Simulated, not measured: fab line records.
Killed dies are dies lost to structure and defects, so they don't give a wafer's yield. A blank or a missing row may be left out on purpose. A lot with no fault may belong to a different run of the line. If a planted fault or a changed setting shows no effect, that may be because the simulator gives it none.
2 desks looking at one fault    flow sky130    what lay behind the numbers comes last; until then each desk has only its own

## FROM THE METROLOGY DESK
What the gauges read for every lot (on any tool): the sampled wafers with a number, averaged. Any lot whose mean is over 4 standard deviations away from the usual mean is out of limits and marked OUT; that distance is given in the brackets.
Columns: A = cd_nm at SKY_METAL3_CD_MEAS_13, usual 300.2 nm; B = VIA3_BOW at SKY_VIA3_BOW_MEAS_03, usual 80 um; C = METAL5_ALCU_THK at SKY_METAL5_THK_MEAS_06, usual 1167 nm
lot   first seen here  A      B   C
L139  day 38 05:56     300.1  84  1176
L141  day 39 07:07     301.2  83  1177
L142  day 39 09:17     300.8  90  1164
L145  day 40 04:19     299.6  83  1368 (+17) OUT
L144  day 40 07:58     299.4  82  1367 (+17) OUT
L153  day 42 16:52     299.3  84  1162
L154  day 43 00:52     299.3  80  1160
L152  day 43 06:29     300.8  78  1164
L157  day 43 13:59     301.0  77  1144
L160  day 44 09:32     300.5  84  1162
This desk's finding: out of limits on L144, L145; first on L145, day 44 08:37 (METAL5_ALCU_THK at SKY_METAL5_THK_MEAS_06). L139, L141, L142, L153, L154, L152, L157, L160: within limits.

## TOOL OWNER'S DESK, pvd_sputter-02
The tool's own readings at SKY_METAL5_SPUTTER_04 (material TiN, target thk 70 nm, time 58.3 s): means of the sampled wafers that have a number, for each lot that ran on this tool. Any lot whose mean is over 4 standard deviations away from the usual mean is out of limits and marked OUT; that distance is given in the brackets.
Columns: A = cathode_dc_power_W at SKY_METAL5_SPUTTER_04, usual 6499.8 W; B = chamber_pressure_pa at SKY_METAL5_SPUTTER_04, usual 0.3999 Pa; C = throttle_valve_pct at SKY_METAL5_SPUTTER_04, usual 30.1 %
lot   first seen here  A       B       C
L142  day 43 15:14     6500.4  0.4002  29.6
L153  day 46 14:38     6500.2  0.4002  30.6
L154  day 46 22:50     6499.9  0.4006  29.9
L152  day 47 04:12     6499.0  0.3999  29.9
L157  day 47 09:56     6499.7  0.4007  30.0
Result from this desk: across the 5 lots, nothing is out of limits.

## TAKEN TOGETHER
The metrology desk could have raised an alarm at day 44 08:37, on L144, L145.
Nothing out of limits was seen by the tool owner's desk.
The tool owner's desk has no number on record for L144, L145.
Every lot named ran SKY_METAL5_SPUTTER_04 on pvd_sputter-02.

## WHAT THE SIMULATOR HAD INSERTED
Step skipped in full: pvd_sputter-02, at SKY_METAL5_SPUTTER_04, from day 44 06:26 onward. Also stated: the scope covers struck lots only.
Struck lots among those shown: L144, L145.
Time in hours between the start of the fault and the first out-of-limits reading at each desk: metrology desk, 2.
